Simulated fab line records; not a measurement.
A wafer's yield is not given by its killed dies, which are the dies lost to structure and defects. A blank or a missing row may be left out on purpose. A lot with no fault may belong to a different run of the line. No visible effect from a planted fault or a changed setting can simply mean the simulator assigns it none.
Which tool was responsible? / flow gf180mcu / 38 wafers from 13 lots sampled at 4 of the route's 602 steps

## WHAT THE GAUGES SHOWED, per wafer
GF_STI_BOW_MEAS_00. Usual: INCOMING_BOW gives 1 um (standard deviation 6.5).
lot=L537; measured=day 1 10:02; on=film-metro-04; INCOMING_BOW (um)=-5 3 8; flag=
lot=L538; measured=day 1 15:01; on=film-metro-03; INCOMING_BOW (um)=5 -4 4; flag=
lot=L543; measured=day 2 16:02; on=film-metro-03; INCOMING_BOW (um)=4 10 12; flag=
lot=L544; measured=day 2 21:00; on=film-metro-03; INCOMING_BOW (um)=8 -4 -7; flag=
lot=L547; measured=day 3 12:00; on=film-metro-03; INCOMING_BOW (um)=-1 -2 2; flag=
lot=L549; measured=day 3 22:00; on=film-metro-01; INCOMING_BOW (um)=-7 14 2; flag=
lot=L550; measured=day 4 03:04; on=film-metro-01; INCOMING_BOW (um)=-8 1 5; flag=
lot=L551; measured=day 4 08:00; on=film-metro-03; INCOMING_BOW (um)=-5 6 7; flag=
lot=L553; measured=day 4 18:04; on=film-metro-04; INCOMING_BOW (um)=9 -1 -3; flag=
lot=L554; measured=day 4 23:00; on=film-metro-03; INCOMING_BOW (um)=-10 -1 -6; flag=
lot=L558; measured=day 5 19:02; on=film-metro-03; INCOMING_BOW (um)=1 -9 -2; flag=
lot=L559; measured=day 6 00:00; on=film-metro-04; INCOMING_BOW (um)=0 9; flag=
lot=L560; measured=day 6 05:04; on=film-metro-03; INCOMING_BOW (um)=-2 -12 -3; flag=

GF_STI_THK_MEAS_02. Usual: STI_OXIDATION_THK gives 10.12 nm (standard deviation 0.21).
lot=L537; measured=day 1 12:56; on=film-metro-03; STI_OXIDATION_THK (nm)=9.80 9.86 9.78; flag=
lot=L538; measured=day 1 16:32; on=film-metro-01; STI_OXIDATION_THK (nm)=10.04 9.95 10.03; flag=
lot=L543; measured=day 2 17:32; on=film-metro-01; STI_OXIDATION_THK (nm)=10.30 10.30 10.32; flag=
lot=L544; measured=day 2 22:31; on=film-metro-03; STI_OXIDATION_THK (nm)=9.66 9.64 9.80; flag=
lot=L547; measured=day 3 14:04; on=film-metro-03; STI_OXIDATION_THK (nm)=10.01 10.14 9.97; flag=
lot=L549; measured=day 3 23:31; on=film-metro-01; STI_OXIDATION_THK (nm)=10.19 10.31 10.25; flag=
lot=L550; measured=day 4 05:10; on=film-metro-01; STI_OXIDATION_THK (nm)=10.30 10.20 10.34; flag=
lot=L551; measured=day 4 10:28; on=film-metro-03; STI_OXIDATION_THK (nm)=10.25 10.18 10.21; flag=
lot=L553; measured=day 4 19:32; on=film-metro-03; STI_OXIDATION_THK (nm)=10.07 10.18 10.25; flag=
lot=L554; measured=day 5 02:14; on=film-metro-04; STI_OXIDATION_THK (nm)=10.57 10.39 10.45; flag=
lot=L558; measured=day 5 21:53; on=film-metro-01; STI_OXIDATION_THK (nm)=9.97 10.19 10.31; flag=
lot=L559; measured=day 6 01:58; on=film-metro-01; STI_OXIDATION_THK (nm)=10.26 10.19; flag=
lot=L560; measured=day 6 07:08; on=film-metro-03; STI_OXIDATION_THK (nm)=10.31 10.26 10.21; flag=

GF_DNWELL_TW_MEAS_09. Usual: DNWELL_TW gives 1342 (standard deviation 13).
lot=L537; measured=day 2 19:19; on=film-metro-01; DNWELL_TW=1341 1332 1329; flag=
lot=L538; measured=day 2 23:53; on=film-metro-01; DNWELL_TW=1337 1329 1333; flag=
lot=L543; measured=day 4 01:22; on=film-metro-01; DNWELL_TW=1345 1334 1341; flag=
lot=L544; measured=day 4 07:20; on=film-metro-01; DNWELL_TW=1240 1236 1238; flag=OFF
lot=L547; measured=day 4 23:14; on=film-metro-01; DNWELL_TW=1251 1249 1252; flag=OFF
lot=L549; measured=day 5 12:32; on=film-metro-02; DNWELL_TW=1324 1334 1331; flag=
lot=L550; measured=day 5 18:07; on=film-metro-03; DNWELL_TW=1381 1367 1372; flag=
lot=L551; measured=day 5 23:14; on=film-metro-01; DNWELL_TW=1332 1327 1331; flag=
lot=L553; measured=day 6 11:19; on=film-metro-02; DNWELL_TW=1339 1344 1351; flag=
lot=L554; measured=day 6 17:20; on=film-metro-03; DNWELL_TW=1370 1378 1361; flag=
lot=L558; measured=day 7 12:30; on=film-metro-02; DNWELL_TW=1333 1333 1334; flag=
lot=L559; measured=day 7 16:26; on=film-metro-03; DNWELL_TW=1360 1368; flag=
lot=L560; measured=day 7 21:25; on=film-metro-01; DNWELL_TW=1333 1334 1337; flag=

## WHAT TOOL EACH LOT RAN ON (gives the tool, then ch and the chambers of the sampled wafers, and finally the start)
lot=L537; GF_DNWELL_IMPLANT_07=implanter-01 ch 0, day 2 19:05
lot=L538; GF_DNWELL_IMPLANT_07=implanter-01 ch 0, day 2 23:38
lot=L543; GF_DNWELL_IMPLANT_07=implanter-01 ch 0, day 4 01:08
lot=L544; GF_DNWELL_IMPLANT_07=implanter-01 ch 0, day 4 07:05
lot=L547; GF_DNWELL_IMPLANT_07=implanter-01 ch 0, day 4 22:59
lot=L549; GF_DNWELL_IMPLANT_07=implanter-03 ch 0, day 5 12:17
lot=L550; GF_DNWELL_IMPLANT_07=implanter-03 ch 0, day 5 17:55
lot=L551; GF_DNWELL_IMPLANT_07=implanter-02 ch 0, day 5 22:59
lot=L553; GF_DNWELL_IMPLANT_07=implanter-03 ch 0, day 6 11:07
lot=L554; GF_DNWELL_IMPLANT_07=implanter-03 ch 0, day 6 17:05
lot=L558; GF_DNWELL_IMPLANT_07=implanter-02 ch 0, day 7 12:17
lot=L559; GF_DNWELL_IMPLANT_07=implanter-02 ch 0, day 7 16:11
lot=L560; GF_DNWELL_IMPLANT_07=implanter-02 ch 0, day 7 21:13
- GF_DNWELL_IMPLANT_07

## WHAT THE TOOLS THEMSELVES READ (means of the sampled wafers that have a number; where no wafer has one, the mark that the record gives instead)
GF_DNWELL_IMPLANT_07. Usual: dose-ions-cm2 9.999e+12, standard deviation 9.5e+09; faraday-current-uA 56.3, standard deviation 1.
lot=L537 tool=implanter-01 dose-ions-cm2=1.002e+13 faraday-current-uA=55.9 flag=
lot=L538 tool=implanter-01 dose-ions-cm2=1.001e+13 faraday-current-uA=56.2 flag=
lot=L543 tool=implanter-01 dose-ions-cm2=1.001e+13 faraday-current-uA=56.5 flag=
lot=L544 tool=implanter-01 dose-ions-cm2=7.994e+12 faraday-current-uA=45.0 flag=OFF
lot=L547 tool=implanter-01 dose-ions-cm2=8.001e+12 faraday-current-uA=45.2 flag=OFF
lot=L549 tool=implanter-03 dose-ions-cm2=9.996e+12 faraday-current-uA=57.3 flag=
lot=L550 tool=implanter-03 dose-ions-cm2=9.996e+12 faraday-current-uA=55.9 flag=
lot=L551 tool=implanter-02 dose-ions-cm2=1.000e+13 faraday-current-uA=56.8 flag=
lot=L553 tool=implanter-03 dose-ions-cm2=9.997e+12 faraday-current-uA=55.7 flag=
lot=L554 tool=implanter-03 dose-ions-cm2=9.999e+12 faraday-current-uA=56.6 flag=
lot=L558 tool=implanter-02 dose-ions-cm2=1.000e+13 faraday-current-uA=56.0 flag=
lot=L559 tool=implanter-02 dose-ions-cm2=1.001e+13 faraday-current-uA=56.6 flag=
lot=L560 tool=implanter-02 dose-ions-cm2=9.985e+12 faraday-current-uA=56.8 flag=

## THE ANSWER, worked out from the rows above alone
Rule: a lot counts as off when the mean over its wafers that have a number is more than 3 standard deviations away from the usual mean. Also off: a lot with no number at a reading for which 4 or more lots have one. Where the step has rows for the other lots, those lots are counted as sound. Order of review: gauges by route order, followed by the tools' own readings, for which a lot's mean as printed above is used. The first step at which some lot is off is used, and at that step the reading that is off furthest; a lot without a number counts as furthest.
Off: at GF_DNWELL_TW_MEAS_09 (DNWELL_TW), L544, L547.
If a tool, at a process step before that reading, ran all the lots that are off and no sound lot after the first of them, it fits. The gauges at GF_DNWELL_TW_MEAS_09 aren't tried: what is off there is off at GF_DNWELL_IMPLANT_07 too, on other tools, and a gauge's error can't cause that. One candidate fits, namely implanter-01 at GF_DNWELL_IMPLANT_07. A fault onset in the window from L543 (day 4 01:08, its last sound lot) to L544 (day 4 07:05, its first lot off) fits.
The tool's own readings at GF_DNWELL_IMPLANT_07 bear it out: on the lots that are off they differ by more than 5 times the standard deviation of the sound lots' means. dose-ions-cm2 reads 7.998e+12 there against 1.000e+13 on the sound lots; faraday-current-uA reads 45.1 there against 56.4 on the sound lots.

## WHAT THE SIMULATOR HAD PUT IN
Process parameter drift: implanter-01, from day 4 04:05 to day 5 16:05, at GF_DNWELL_IMPLANT_07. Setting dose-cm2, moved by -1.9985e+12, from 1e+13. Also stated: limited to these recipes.
Shown lots that were struck: L544, L547. The rule above found the same.
